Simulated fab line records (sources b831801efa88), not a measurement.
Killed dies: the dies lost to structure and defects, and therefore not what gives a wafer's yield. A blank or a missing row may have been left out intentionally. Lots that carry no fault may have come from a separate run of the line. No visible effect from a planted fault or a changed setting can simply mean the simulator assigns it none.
Which tool did it? / flow gf180mcu / 30 wafers from 10 lots sampled at 6 of the route's 602 steps

## WHAT THE GAUGES READ, wafer by wafer
GF_MIM_RS_MEAS_10: a four-point-probe measurement. Usual: MIM_ALCU_RS gives 0.1679 ohm/sq (standard deviation 0.0018).
lot=L199; measured=day 25 22:02; on=film_metro-01; MIM_ALCU_RS (ohm/sq)=0.1703 0.1663 0.1674; flag=
lot=L200; measured=day 26 03:32; on=film_metro-02; MIM_ALCU_RS (ohm/sq)=0.1666 0.1681 0.1696; flag=
lot=L201; measured=day 26 06:49; on=film_metro-04; MIM_ALCU_RS (ohm/sq)=0.1701 0.1712 0.1702; flag=
lot=L203; measured=day 26 18:07; on=film_metro-02; MIM_ALCU_RS (ohm/sq)=0.1278 0.1267 0.1266; flag=OFF
lot=L204; measured=day 27 05:31; on=film_metro-04; MIM_ALCU_RS (ohm/sq)=0.1289 0.1291 0.1273; flag=OFF
lot=L211; measured=day 29 06:40; on=film_metro-02; MIM_ALCU_RS (ohm/sq)=0.1672 0.1670 0.1673; flag=
lot=L213; measured=day 30 00:43; on=film_metro-02; MIM_ALCU_RS (ohm/sq)=0.1670 0.1663 0.1650; flag=
lot=L214; measured=day 30 07:50; on=film_metro-02; MIM_ALCU_RS (ohm/sq)=0.1692 0.1676 0.1672; flag=
lot=L217; measured=day 31 03:37; on=film_metro-02; MIM_ALCU_RS (ohm/sq)=0.1669 0.1683 0.1680; flag=
lot=L219; measured=day 31 09:56; on=film_metro-04; MIM_ALCU_RS (ohm/sq)=0.1683 0.1686 0.1679; flag=

GF_MIM_THK_MEAS_11: measures by xrf. Usual: MIM_ALCU_THK gives 193.4 nm (standard deviation 2.3).
lot=L199; measured=day 25 22:09; on=film_metro-01; MIM_ALCU_THK (nm)=188.4 192.5 191.0; flag=
lot=L200; measured=day 26 03:39; on=film_metro-02; MIM_ALCU_THK (nm)=196.4 193.7 191.6; flag=
lot=L201; measured=day 26 06:55; on=film_metro-04; MIM_ALCU_THK (nm)=190.4 189.0 190.0; flag=
lot=L203; measured=day 26 18:14; on=film_metro-02; MIM_ALCU_THK (nm)=252.3 252.5 255.0; flag=OFF
lot=L204; measured=day 27 05:37; on=film_metro-04; MIM_ALCU_THK (nm)=249.2 248.9 251.9; flag=OFF
lot=L211; measured=day 29 06:47; on=film_metro-02; MIM_ALCU_THK (nm)=195.7 194.8 195.2; flag=
lot=L213; measured=day 30 00:50; on=film_metro-02; MIM_ALCU_THK (nm)=195.5 195.8 197.1; flag=
lot=L214; measured=day 30 07:57; on=film_metro-02; MIM_ALCU_THK (nm)=193.1 194.4 196.1; flag=
lot=L217; measured=day 31 03:43; on=film_metro-02; MIM_ALCU_THK (nm)=194.7 193.0 194.5; flag=
lot=L219; measured=day 31 10:02; on=film_metro-04; MIM_ALCU_THK (nm)=193.0 192.0 193.6; flag=

## WHAT TOOL EACH LOT RAN ON (gives the tool, then ch and the chambers of the sampled wafers, and finally the start)
lot=L199; GF_V4_SPUTTER_21=pvd_sputter-03, day 25 20:37; GF_V4_SPUTTER_22=pvd_sputter-03, day 25 20:40; GF_MIM_SPUTTER_00=pvd_sputter-04, day 25 21:36; GF_MIM_SPUTTER_08=pvd_sputter-01, day 25 21:58
lot=L200; GF_V4_SPUTTER_21=pvd_sputter-04, day 26 02:25; GF_V4_SPUTTER_22=pvd_sputter-04, day 26 02:29; GF_MIM_SPUTTER_00=pvd_sputter-04, day 26 03:07; GF_MIM_SPUTTER_08=pvd_sputter-01, day 26 03:28
lot=L201; GF_V4_SPUTTER_21=pvd_sputter-02, day 26 05:40; GF_V4_SPUTTER_22=pvd_sputter-02, day 26 05:43; GF_MIM_SPUTTER_00=pvd_sputter-03, day 26 06:21; GF_MIM_SPUTTER_08=pvd_sputter-01, day 26 06:44
lot=L203; GF_V4_SPUTTER_21=pvd_sputter-02, day 26 16:59; GF_V4_SPUTTER_22=pvd_sputter-02, day 26 17:03; GF_MIM_SPUTTER_00=pvd_sputter-03, day 26 17:41; GF_MIM_SPUTTER_08=pvd_sputter-01, day 26 18:02
lot=L204; GF_V4_SPUTTER_21=pvd_sputter-03, day 27 04:23; GF_V4_SPUTTER_22=pvd_sputter-03, day 27 04:26; GF_MIM_SPUTTER_00=pvd_sputter-04, day 27 05:04; GF_MIM_SPUTTER_08=pvd_sputter-01, day 27 05:26
lot=L211; GF_V4_SPUTTER_21=pvd_sputter-02, day 29 05:34; GF_V4_SPUTTER_22=pvd_sputter-02, day 29 05:38; GF_MIM_SPUTTER_00=pvd_sputter-03, day 29 06:16; GF_MIM_SPUTTER_08=pvd_sputter-04, day 29 06:37
lot=L213; GF_V4_SPUTTER_21=pvd_sputter-02, day 29 23:36; GF_V4_SPUTTER_22=pvd_sputter-02, day 29 23:40; GF_MIM_SPUTTER_00=pvd_sputter-04, day 30 00:17; GF_MIM_SPUTTER_08=pvd_sputter-03, day 30 00:39
lot=L214; GF_V4_SPUTTER_21=pvd_sputter-02, day 30 06:43; GF_V4_SPUTTER_22=pvd_sputter-02, day 30 06:47; GF_MIM_SPUTTER_00=pvd_sputter-04, day 30 07:25; GF_MIM_SPUTTER_08=pvd_sputter-03, day 30 07:46
lot=L217; GF_V4_SPUTTER_21=pvd_sputter-03, day 31 02:28; GF_V4_SPUTTER_22=pvd_sputter-03, day 31 02:32; GF_MIM_SPUTTER_00=pvd_sputter-01, day 31 03:10; GF_MIM_SPUTTER_08=pvd_sputter-04, day 31 03:31
lot=L219; GF_V4_SPUTTER_21=pvd_sputter-02, day 31 08:43; GF_V4_SPUTTER_22=pvd_sputter-02, day 31 08:47; GF_MIM_SPUTTER_00=pvd_sputter-04, day 31 09:30; GF_MIM_SPUTTER_08=pvd_sputter-01, day 31 09:52
- GF_V4_SPUTTER_21: material Ti, target thk 15 nm, time 80.02 s.
- GF_V4_SPUTTER_22: material TiN, target thk 10 nm, time 40 s.
- GF_MIM_SPUTTER_00: material Ti, target thk 37.5 nm, time 150 s.
- GF_MIM_SPUTTER_08: material AlCu, target thk 200 nm, time 10.15 s.

## AS READ BY THE TOOLS THEMSELVES (means over the sampled wafers that have a number; for cases with no such wafer, the mark the record gives instead)
GF_V4_SPUTTER_21. Usual: cathode_dc_power_W 2500.0 W, standard deviation 0.45; throttle_valve_pct 30.1 %, standard deviation 1.
lot=L199; tool=pvd_sputter-03; cathode_dc_power_W (W)=2500.2; throttle_valve_pct (%)=30.6; flag=
lot=L200; tool=pvd_sputter-04; cathode_dc_power_W (W)=2500.0; throttle_valve_pct (%)=31.5; flag=
lot=L201; tool=pvd_sputter-02; cathode_dc_power_W (W)=2500.3; throttle_valve_pct (%)=30.2; flag=
lot=L203; tool=pvd_sputter-02; cathode_dc_power_W (W)=2499.8; throttle_valve_pct (%)=29.2; flag=
lot=L204; tool=pvd_sputter-03; cathode_dc_power_W (W)=2500.1; throttle_valve_pct (%)=29.8; flag=
lot=L211; tool=pvd_sputter-02; cathode_dc_power_W (W)=2499.9; throttle_valve_pct (%)=29.3; flag=
lot=L213; tool=pvd_sputter-02; cathode_dc_power_W (W)=2500.1; throttle_valve_pct (%)=28.8; flag=
lot=L214; tool=pvd_sputter-02; cathode_dc_power_W (W)=2500.2; throttle_valve_pct (%)=30.4; flag=
lot=L217; tool=pvd_sputter-03; cathode_dc_power_W (W)=2499.5; throttle_valve_pct (%)=30.1; flag=
lot=L219; tool=pvd_sputter-02; cathode_dc_power_W (W)=2500.3; throttle_valve_pct (%)=29.5; flag=

GF_V4_SPUTTER_22. Usual: cathode_dc_power_W 4000.0 W, standard deviation 0.68; throttle_valve_pct 30.0 %, standard deviation 1.
lot=L199; tool=pvd_sputter-03; cathode_dc_power_W (W)=3999.8; throttle_valve_pct (%)=30.7; flag=
lot=L200; tool=pvd_sputter-04; cathode_dc_power_W (W)=4000.4; throttle_valve_pct (%)=31.3; flag=
lot=L201; tool=pvd_sputter-02; cathode_dc_power_W (W)=3999.8; throttle_valve_pct (%)=30.2; flag=
lot=L203; tool=pvd_sputter-02; cathode_dc_power_W (W)=4000.0; throttle_valve_pct (%)=29.3; flag=
lot=L204; tool=pvd_sputter-03; cathode_dc_power_W (W)=4000.4; throttle_valve_pct (%)=30.0; flag=
lot=L211; tool=pvd_sputter-02; cathode_dc_power_W (W)=3999.5; throttle_valve_pct (%)=29.4; flag=
lot=L213; tool=pvd_sputter-02; cathode_dc_power_W (W)=3999.7; throttle_valve_pct (%)=28.8; flag=
lot=L214; tool=pvd_sputter-02; cathode_dc_power_W (W)=4000.5; throttle_valve_pct (%)=30.4; flag=
lot=L217; tool=pvd_sputter-03; cathode_dc_power_W (W)=4000.3; throttle_valve_pct (%)=30.0; flag=
lot=L219; tool=pvd_sputter-02; cathode_dc_power_W (W)=3999.8; throttle_valve_pct (%)=29.6; flag=

GF_MIM_SPUTTER_00. Usual: cathode_dc_power_W 4000.0 W, standard deviation 0.72; throttle_valve_pct 30.9 %, standard deviation 0.98.
lot=L199; tool=pvd_sputter-04; cathode_dc_power_W (W)=4000.4; throttle_valve_pct (%)=30.5; flag=
lot=L200; tool=pvd_sputter-04; cathode_dc_power_W (W)=3999.9; throttle_valve_pct (%)=31.0; flag=
lot=L201; tool=pvd_sputter-03; cathode_dc_power_W (W)=3999.7; throttle_valve_pct (%)=30.4; flag=
lot=L203; tool=pvd_sputter-03; cathode_dc_power_W (W)=4000.0; throttle_valve_pct (%)=30.1; flag=
lot=L204; tool=pvd_sputter-04; cathode_dc_power_W (W)=3999.6; throttle_valve_pct (%)=30.1; flag=
lot=L211; tool=pvd_sputter-03; cathode_dc_power_W (W)=4000.4; throttle_valve_pct (%)=30.5; flag=
lot=L213; tool=pvd_sputter-04; cathode_dc_power_W (W)=3999.0; throttle_valve_pct (%)=30.7; flag=
lot=L214; tool=pvd_sputter-04; cathode_dc_power_W (W)=4000.4; throttle_valve_pct (%)=31.4; flag=
lot=L217; tool=pvd_sputter-01; cathode_dc_power_W (W)=4000.5; throttle_valve_pct (%)=31.4; flag=
lot=L219; tool=pvd_sputter-04; cathode_dc_power_W (W)=4000.0; throttle_valve_pct (%)=31.2; flag=

GF_MIM_SPUTTER_08. Usual: cathode_dc_power_W 10600 W, standard deviation 1.9; throttle_valve_pct 30.9 %, standard deviation 1.
lot=L199; tool=pvd_sputter-01; cathode_dc_power_W (W)=10601; throttle_valve_pct (%)=31.2; flag=
lot=L200; tool=pvd_sputter-01; cathode_dc_power_W (W)=10601; throttle_valve_pct (%)=31.7; flag=
lot=L201; tool=pvd_sputter-01; cathode_dc_power_W (W)=10600; throttle_valve_pct (%)=31.1; flag=
lot=L203; tool=pvd_sputter-01; cathode_dc_power_W (W)=13763; throttle_valve_pct (%)=31.4; flag=OFF
lot=L204; tool=pvd_sputter-01; cathode_dc_power_W (W)=13763; throttle_valve_pct (%)=31.8; flag=OFF
lot=L211; tool=pvd_sputter-04; cathode_dc_power_W (W)=10601; throttle_valve_pct (%)=31.6; flag=
lot=L213; tool=pvd_sputter-03; cathode_dc_power_W (W)=10601; throttle_valve_pct (%)=30.6; flag=
lot=L214; tool=pvd_sputter-03; cathode_dc_power_W (W)=10598; throttle_valve_pct (%)=30.8; flag=
lot=L217; tool=pvd_sputter-04; cathode_dc_power_W (W)=10599; throttle_valve_pct (%)=30.6; flag=
lot=L219; tool=pvd_sputter-01; cathode_dc_power_W (W)=10600; throttle_valve_pct (%)=31.4; flag=

## THE ANSWER, worked out from the rows above alone
Rule: a lot is off if the mean of its wafers that have a number lies more than 3 standard deviations from the usual mean. A lot without any number at a reading at which 4 lots or more have one is off too. Where the step has rows for the other lots, those lots are counted as sound. After the gauges, taken in route order, come the tools' own readings; for these a lot's mean is taken, as printed above. At the first step where some lot is off, the reading lying furthest off is the one used; lots without a number count as furthest.
Off: at GF_MIM_RS_MEAS_10 (MIM_ALCU_RS), L203, L204.
A tool fits if, at a process step before that reading, it ran every lot that is off, and no sound lot after the first of them. Not tried: the gauges at GF_MIM_RS_MEAS_10; whatever is off there is also off at GF_MIM_SPUTTER_08, on other tools, and gauge error can't account for it. None of those tried fits.

## WHAT HAD BEEN PUT IN BY THE SIMULATOR
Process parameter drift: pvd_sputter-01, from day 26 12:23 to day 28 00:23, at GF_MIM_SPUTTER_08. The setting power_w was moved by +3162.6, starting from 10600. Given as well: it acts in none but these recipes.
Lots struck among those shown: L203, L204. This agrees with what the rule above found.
